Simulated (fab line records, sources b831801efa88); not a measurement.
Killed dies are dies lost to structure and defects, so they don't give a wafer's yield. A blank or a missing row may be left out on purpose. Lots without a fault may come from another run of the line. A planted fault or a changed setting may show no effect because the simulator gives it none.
Problem report in the 8D (eight disciplines) form, filled by code | flow sky130 | the parts of the form that need people (team, actions taken, sign-off) are left out

1. THE PROBLEM
cathode_dc_power_W at SKY_METAL5_SPUTTER_00 reads a mean of 3156.8 W on 2 wafers of 1 lot; wafers without a fault read 3000.2 W with a standard deviation of 0.56. That is +99 or more standard deviations from the usual mean.
The step: material Ti, target thk 15 nm, time 10 s.
First seen on wafer L627.3, day 46 16:34, on pvd_sputter-02. The record holds 15 wafers of 5 lots with a number at this step. Rule for "out", or "out of limits": more than 4 standard deviations from the usual mean. The other wafers with a number count as sound.

2. WHAT IT IS AND WHAT IT IS NOT
question                    | is                 | is not
which readings at this step | cathode_dc_power_W | chamber_pressure_pa, throttle_valve_pct
which lots                  | L627               | L618, L628, L630, L636
which wafers of those lots  | L627.3, L627.6     | L627.2
read on which tools         | pvd_sputter-02     | pvd_sputter-01, pvd_sputter-04
when                        | from day 46 16:34  | up to then (7 sound wafers); but 6 sound wafers of L630, L636 came after

3. SUSPECTS, AND WHAT RULES EACH OUT
Counting: a tool at a process step up to the reading stays a suspect if it ran every lot that is out. Sound lots after the first of them don't rule it out here, since some wafers of a struck lot are sound.
- rie_diel-02 at SKY_VIA4_ETCH_12 (etches SiO2 in C4F8/O2/Ar, stops on TiN, target depth 580 nm): kept. It ran the lot that is out, L627 (day 46 15:13).
- plasma_asher-03 at SKY_VIA4_STRIP_13 (strips in O2/N2): kept. It ran the lot that is out, L627 (day 46 15:17); its last sound lot up to then is L628 (day 46 12:40).
- pvd_sputter-03 at SKY_VIA4_SPUTTER_17 (material TiN, target thk 20 nm, time 80 s): kept. It ran the lot that is out, L627 (day 46 15:53).
- cvd_w-02 at SKY_VIA4_CVD_18 (deposits W, target thk 505 nm, time 152.14 s): kept. It ran the lot that is out, L627 (day 46 15:56); its last sound lot up to then is L618 (day 44 13:52).
- cmp-01 at SKY_VIA4_CMP_21 (polishes, stops on SiO2, t overpolish 25 s, target thk 0 nm): kept. It ran the lot that is out, L627 (day 46 16:16); its last sound lot up to then is L628 (day 46 13:38).
- pvd_sputter-02 at SKY_METAL5_SPUTTER_00 (material Ti, target thk 15 nm, time 10 s): kept. It ran the lot that is out, L627 (day 46 16:34); its last sound lot up to then is L618 (day 44 14:33). Its own readings are out on those wafers: cathode_dc_power_W.
- Within rie_diel-02 at SKY_VIA4_ETCH_12: the wafers that are out ran in chambers 2, 3; their sound lot-mates ran in chamber 1.
- Within plasma_asher-03 at SKY_VIA4_STRIP_13: the wafers that are out ran in chamber 1; their sound lot-mates ran in chamber 0.
- Within cvd_w-02 at SKY_VIA4_CVD_18: the wafers that are out ran in chamber 0; their sound lot-mates ran in chamber 1.
- Within cmp-01 at SKY_VIA4_CMP_21: the wafers that are out ran in chambers 1, 2; their sound lot-mates ran in chamber 0.
Left after counting: rie_diel-02 at SKY_VIA4_ETCH_12, plasma_asher-03 at SKY_VIA4_STRIP_13, pvd_sputter-03 at SKY_VIA4_SPUTTER_17, cvd_w-02 at SKY_VIA4_CVD_18, cmp-01 at SKY_VIA4_CMP_21, pvd_sputter-02 at SKY_METAL5_SPUTTER_00.

4. THE CAUSE (what the simulator had put in)
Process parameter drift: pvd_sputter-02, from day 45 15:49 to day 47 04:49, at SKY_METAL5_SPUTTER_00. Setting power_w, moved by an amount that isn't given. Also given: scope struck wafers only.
Counting left 6 suspects, and this tool is among them.

5. THE CHAIN OF EFFECTS, in route order
Each row: a reading whose mean over the struck wafers that have a number lies more than 3 standard deviations from the usual. Only readings for which the record gives a usual standard deviation are gone through. hours: the time from each lot's start at the first step in this table that gives one to its start at this step, as a median over the lots. sigmas: the change in usual standard deviations.
hours | step                  | reading            | usual    | on struck wafers | change | sigmas
0     | SKY_METAL5_SPUTTER_00 | cathode_dc_power_W | 3000.2 W | 3156.8           | +156.7 | +99 or more
The process steps in it:
- SKY_METAL5_SPUTTER_00: material Ti, target thk 15 nm, time 10 s.

6. WHAT WOULD HAVE CAUGHT IT SOONER
In this record the first reading out of limits was taken at day 46 16:34, 25 hours after the fault began at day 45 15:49.
